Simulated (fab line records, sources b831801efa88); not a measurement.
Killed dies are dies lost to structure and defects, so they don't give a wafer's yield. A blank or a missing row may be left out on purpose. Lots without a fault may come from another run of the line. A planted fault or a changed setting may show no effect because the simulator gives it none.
One fault seen from 2 desks | flow sky130 | each desk has only its own numbers; what lay behind them comes last

THE TOOL OWNER'S DESK: implanter-04
The tool's own readings at SKY_VT_ADJUST_HVTP_IMPLANT_09: means of the sampled wafers that have a number, for each lot that ran on this tool. A lot is out of limits, marked OUT, if its mean lies more than 4 standard deviations from the usual mean; the brackets give that distance.
Columns: A = beam_energy_keV at SKY_VT_ADJUST_HVTP_IMPLANT_09, usual 150.00
lot  | first seen here | A
L285 | day 7 12:45     | 149.95
L294 | day 9 15:06     | 131.92 (-99 or more) OUT
L295 | day 9 22:42     | 131.95 (-99 or more) OUT
This desk's finding: out of limits on L294, L295; first on L294, day 9 15:06 (beam_energy_keV at SKY_VT_ADJUST_HVTP_IMPLANT_09). In limits: L285.

THE METROLOGY DESK
What the gauges read, lot by lot, whatever tool the lot ran on: means of the sampled wafers that have a number. A lot is out of limits, marked OUT, if its mean lies more than 4 standard deviations from the usual mean; the brackets give that distance.
Columns: A = DNWELL_TW at SKY_DNWELL_TW_MEAS_09, usual 1112; B = VT_ADJUST_HVTP_TW at SKY_VT_ADJUST_HVTP_TW_MEAS_11, usual 1351
lot  | first seen here | A    | B
L282 | day 3 14:23     | 1124 | 1344
L283 | day 3 20:27     | 1110 | 1345
L284 | day 4 02:39     | 1113 | 1351
L285 | day 4 10:01     | 1108 | 1340
L286 | day 4 12:40     | 1127 | 1347
L294 | day 6 06:50     | 1106 | 1309 (-4.9) OUT
L295 | day 6 12:37     | 1109 | 1306 (-5.2) OUT
L297 | day 7 09:07     | 1101 | 1362
L299 | day 7 12:19     | 1121 | 1362
L300 | day 7 16:49     | 1118 | 1360
L301 | day 7 22:29     | 1112 | 1360
L302 | day 8 05:53     | 1106 | 1359
This desk's finding: out of limits on L294, L295; first on L294, day 9 15:21 (VT_ADJUST_HVTP_TW at SKY_VT_ADJUST_HVTP_TW_MEAS_11). In limits: L282, L283, L284, L285, L286, L297, L299, L300, L301, L302.

PUT TOGETHER
The tool owner's desk could have raised an alarm at day 9 15:06, on L294, L295.
The metrology desk could have raised an alarm at day 9 15:21, on L294, L295.
Of the lots named, all ran SKY_VT_ADJUST_HVTP_IMPLANT_09 on implanter-04.

WHAT THE SIMULATOR HAD PUT IN
Process parameter drift: implanter-04, from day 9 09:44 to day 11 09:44, at SKY_VT_ADJUST_HVTP_IMPLANT_09. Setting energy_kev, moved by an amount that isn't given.
Lots struck among those shown: L294, L295.
Hours from the fault's start to each desk's first reading out of limits: the tool owner's desk, 5; the metrology desk, 6.
